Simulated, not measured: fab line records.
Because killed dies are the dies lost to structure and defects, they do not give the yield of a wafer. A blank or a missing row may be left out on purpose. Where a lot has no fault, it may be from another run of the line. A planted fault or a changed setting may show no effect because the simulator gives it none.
The tool behind it: which one?    flow gf180mcu    Sampling: 11 lots, 33 wafers, 5 of 602 route steps

== WHAT THE GAUGES SHOWED, per wafer ==
GF_M1_RS_MEAS_05: a four-point-probe measurement. Usual: M1_ALCU_RS 0.0694 ohm/sq, standard deviation 0.00087.
lot   measured      on             M1_ALCU_RS (ohm/sq)   flag
L439  day 16 02:05  film metro-03  0.0696 0.0686 0.0689  
L442  day 16 23:46  film metro-03  0.0691 0.0683 0.0682  
L444  day 17 23:13  film metro-01  0.0693 0.0683 0.0688  
L446  day 18 23:29  film metro-01  0.0699 0.0675 0.0687  
L452  day 21 02:03  film metro-03  0.0687 0.0701 0.0709  
L456  day 22 05:53  film metro-02  0.0685 0.0695 0.0693  
L457  day 22 13:35  film metro-01  0.1063 0.1057 0.1054  OFF
L458  day 23 01:44  film metro-01  0.1042 0.0991 0.1029  OFF
L459  day 23 06:09  film metro-03  0.0691 0.0703 0.0699  
L460  day 23 12:01  film metro-01  0.0695 0.0681 0.0697  
L462  day 24 08:35  film metro-01  0.0699 0.0694 0.0686  

GF_M1_THK_MEAS_06: measures by xrf. Usual: M1_ALCU_THK 458 nm, standard deviation 6.8.
lot   measured      on             M1_ALCU_THK (nm)  flag
L439  day 16 02:13  film metro-03  457 464 460       
L442  day 16 23:53  film metro-03  459 466 466       
L444  day 17 23:20  film metro-01  458 465 462       
L446  day 18 23:37  film metro-01  452 468 459       
L452  day 21 02:10  film metro-03  468 458 451       
L456  day 22 06:00  film metro-02  465 456 458       
L457  day 22 13:40  film metro-01  297 301 299       OFF
L458  day 23 01:52  film metro-01  303 321 308       OFF
L459  day 23 06:16  film metro-03  463 457 457       
L460  day 23 12:07  film metro-01  456 464 452       
L462  day 24 08:43  film metro-01  453 457 463       

== WHAT TOOL EACH LOT RAN ON (gives the tool, then ch and the chambers of the sampled wafers, and finally the start) ==
lot   GF_PSD_RTA_13                     GF_CONTACT_CVD_02                GF_M1_SPUTTER_02
L439  rtp anneal-01 ch 0, day 14 06:53  pecvd-04 ch 0,1,2, day 15 01:58  pvd sputter-02, day 16 02:00
L442  rtp anneal-02 ch 0, day 15 00:09  pecvd-04 ch 1,2, day 15 23:49    pvd sputter-02, day 16 23:40
L444  rtp anneal-01 ch 0, day 15 21:45  pecvd-02 ch 1,2, day 16 21:31    pvd sputter-02, day 17 23:07
L446  rtp anneal-01 ch 0, day 16 20:20  pecvd-02 ch 0,1,2, day 17 21:25  pvd sputter-02, day 18 23:24
L452  rtp anneal-02 ch 0, day 18 22:31  pecvd-03 ch 1,2, day 20 00:29    pvd sputter-02, day 21 01:58
L456  rtp anneal-01 ch 0, day 20 02:05  pecvd-03 ch 0,1,2, day 21 04:10  pvd sputter-02, day 22 05:47
L457  rtp anneal-01 ch 0, day 20 11:48  pecvd-02 ch 0,1,2, day 21 12:31  pvd sputter-01, day 22 13:26
L458  rtp anneal-01 ch 0, day 21 00:08  pecvd-04 ch 0,1, day 22 01:12    pvd sputter-01, day 23 01:39
L459  rtp anneal-02 ch 0, day 21 03:42  pecvd-02 ch 0,1,2, day 22 04:43  pvd sputter-03, day 23 06:04
L460  rtp anneal-02 ch 0, day 21 10:05  pecvd-03 ch 0,1,2, day 22 11:20  pvd sputter-02, day 23 11:52
L462  rtp anneal-01 ch 0, day 22 07:14  pecvd-04 ch 0,2, day 23 07:49    pvd sputter-03, day 24 08:30
- GF_PSD_RTA_13: time 20 s.
- GF_CONTACT_CVD_02: deposits SiO2 from TEOS, target thk 860 nm, time 95.992 s.
- GF_M1_SPUTTER_02: material AlCu, target thk 450 nm, time 23.9 s.

== WHAT THE TOOLS THEMSELVES READ (means of the sampled wafers that have a number; where no wafer has one, the mark that the record gives instead) ==
GF_PSD_RTA_13. Usual: anneal temp c max 1031.6, standard deviation 1.2; lamp power pct 36.2 %, standard deviation 2.2; wafer_temp_C_max 1031.1, standard deviation 1.3.
lot   tool           anneal temp c max  lamp power pct (%)  wafer_temp_C_max  flag
L439  rtp anneal-01  1031.5             34.4                1030.3            
L442  rtp anneal-02  1030.2             39.1                1031.9            
L444  rtp anneal-01  1032.3             34.4                1031.1            
L446  rtp anneal-01  1032.1             34.5                1031.1            
L452  rtp anneal-02  1032.7             39.1                1032.2            
L456  rtp anneal-01  1032.2             34.5                1031.5            
L457  rtp anneal-01  1032.0             34.4                1031.0            
L458  rtp anneal-01  1030.9             34.4                1030.7            
L459  rtp anneal-02  1031.9             39.1                1032.8            
L460  rtp anneal-02  1030.8             39.1                1030.8            
L462  rtp anneal-01  1031.7             34.5                1030.7            

GF_CONTACT_CVD_02. Usual: heater power w reads 663 W (standard deviation 84).
lot   tool      heater power w (W)  flag
L439  pecvd-04  664                 
L442  pecvd-04  666                 
L444  pecvd-02  686                 
L446  pecvd-02  732                 
L452  pecvd-03  659                 
L456  pecvd-03  626                 
L457  pecvd-02  660                 
L458  pecvd-04  614                 
L459  pecvd-02  681                 
L460  pecvd-03  664                 
L462  pecvd-04  587                 

GF_M1_SPUTTER_02. Usual: chamber pressure pa 0.3999 Pa, standard deviation 0.00087; throttle valve pct 29.6 %, standard deviation 0.72.
lot   tool            chamber pressure pa (Pa)  throttle valve pct (%)  flag
L439  pvd sputter-02  0.4002                    30.1                    
L442  pvd sputter-02  0.3998                    29.4                    
L444  pvd sputter-02  0.3996                    30.1                    
L446  pvd sputter-02  0.4001                    29.8                    
L452  pvd sputter-02  0.4006                    29.8                    
L456  pvd sputter-02  0.4001                    29.5                    
L457  pvd sputter-01  0.3994                    29.7                    
L458  pvd sputter-01  0.3990                    29.8                    
L459  pvd sputter-03  0.3997                    29.2                    
L460  pvd sputter-02  0.4001                    30.7                    
L462  pvd sputter-03  0.4003                    29.4                    

== THE ANSWER, worked out from the rows above alone ==
Rule: take the mean of a lot's wafers that have a number; if it is more than 3 standard deviations from the usual mean, the lot is off. Also off: a lot with no number at a reading for which 4 or more lots have one. Any other lot the step has rows for is counted as sound. Order of review: gauges by route order, followed by the tools' own readings, for which a lot's mean as printed above is used. At the first step where some lot is off, the reading lying furthest off is the one used; lots without a number count as furthest.
Off: L457, L458, at GF_M1_RS_MEAS_05 (M1_ALCU_RS).
If a tool, at a process step before that reading, ran all the lots that are off and no sound lot after the first of them, it fits. Gauges at GF_M1_RS_MEAS_05: tried the same way as those tools. One fits: pvd sputter-01 at GF_M1_SPUTTER_02. It ran no sound lot before its first lot that is off in this sample, so the start can't be narrowed down.

== WHAT WAS PUT IN BY THE SIMULATOR ==
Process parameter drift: pvd sputter-01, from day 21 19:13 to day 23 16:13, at GF_M1_SPUTTER_02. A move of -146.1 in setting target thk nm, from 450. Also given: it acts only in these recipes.
Shown lots that were struck: L457, L458. The rule given above showed the same thing.
